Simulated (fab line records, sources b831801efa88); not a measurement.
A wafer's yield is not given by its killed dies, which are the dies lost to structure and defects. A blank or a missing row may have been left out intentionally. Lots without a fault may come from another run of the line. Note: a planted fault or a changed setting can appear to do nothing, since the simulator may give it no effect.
Code-filled problem report in 8D (eight disciplines) form | flow gf180mcu | the parts of the form that need people (team, actions taken, sign-off) are left out

## 1. WHAT IS WRONG
Across 6 wafers from 2 lots, PSD_TW at GF_PSD_TW_MEAS_11 averages 2977, while fault-free wafers read 3168 with a standard deviation of 24. That is -8.0 standard deviations from the usual mean.
Earliest sighting: wafer L523.1 on film metro-04 at day 20 23:56. Wafers with a number at this step in the record: 33, from 11 lots. By rule, "out" or "out of limits" means more than 4 standard deviations away from the usual mean. All remaining wafers that have a number are taken as sound.

## 2. WHAT IT IS AND WHAT IT IS NOT
question                    | is                     | is not
which readings at this step | PSD_TW                 | -
which lots                  | L523, L524             | L504, L505, L508, L509, L510, L512, L513, L515, L525
which wafers of those lots  | all that have a number | -
read on which gauges        | film metro-04          | film metro-01, film metro-03
when                        | from day 20 23:56      | up to then (24 sound wafers); but 3 sound wafers of L525 came after

## 3. THE SUSPECTS, EACH WITH WHAT RULES IT OUT
Counting: a tool stays on the suspect list if, at a process step up to the reading, it processed all lots that are out and no sound lot following the first of them.
- the gauge at GF_PSD_TW_MEAS_11 is ruled out. All the wafers that are out were read on film metro-04, but those of them that GF_PSD_IMPLANT_09 has rows for are out there too, on other tools.
- implanter-01 at GF_PSD_IMPLANT_09: kept. Every lot that is out went through it, starting with L523 (day 20 23:41), and after that it ran no sound lot; the last sound lot it ran before then is L512 (day 16 21:27). Its own readings are out on those wafers: beam on s, faraday current uA.
After counting, what remains is implanter-01 at GF_PSD_IMPLANT_09.

## 4. THE CAUSE (what the simulator had put in)
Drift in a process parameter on implanter-01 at GF_PSD_IMPLANT_09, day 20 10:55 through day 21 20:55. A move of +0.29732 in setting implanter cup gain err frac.
Counting left only this tool.

## 5. SEQUENCE OF EFFECTS, ordered by route
Each row: a reading whose mean over the struck wafers that have a number lies more than 3 standard deviations from the usual. Only readings whose record carries a usual standard deviation are examined. hours: median over the lots of the time between each lot's start at the first step of this table that gives one and its start at this step. sigmas: the change, counted in usual standard deviations.
hours | step              | reading                  | usual        | on struck wafers | change | sigmas
0     | GF_PSD_IMPLANT_09 | beam on s                | 10.00 s      | 7.70             | -2.30  | -12
0     | GF_PSD_IMPLANT_09 | faraday current uA       | 8251         | 10717            | +2466  | +15
0     | GF_PSD_STRIP_10   | oes product au           | 0.592 a.u.   | 0.615            | +0.023 | +4.6
0     | GF_PSD_STRIP_10   | strip time to endpoint s | 16.53 s      | 15.74            | -0.79  | -24
0     | GF_PSD_TW_MEAS_11 | PSD_TW                   | 3168         | 2977             | -191   | -8.0
3     | GF_PSD_RS_MEAS_15 | PSD_RS                   | 108.6 ohm/sq | 122.9            | +14.3  | +40
Process steps it contains:
- GF_PSD_IMPLANT_09
- GF_PSD_STRIP_10: strips in O2/N2.
Later measuring or inspecting steps at which every struck wafer that the step has a row for has a number for every such reading, and none has moved that far: GF_SAB_OVL_MEAS_10.

## 6. HOW IT WOULD HAVE BEEN CAUGHT EARLIER
13 hours passed between the start of the fault at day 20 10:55 and the first reading out of limits at a measuring or inspecting step in this record, taken at day 20 23:56.
The tool's own readings at GF_PSD_IMPLANT_09 were out on every struck wafer that the step has a row for (beam on s, faraday current uA): an alarm limit on them would have fired on the first of those.
Lots out: 2; of these, L524 started GF_PSD_IMPLANT_09 on implanter-01 after day 20 23:56. A tool hold placed at that time would have kept it from harm.
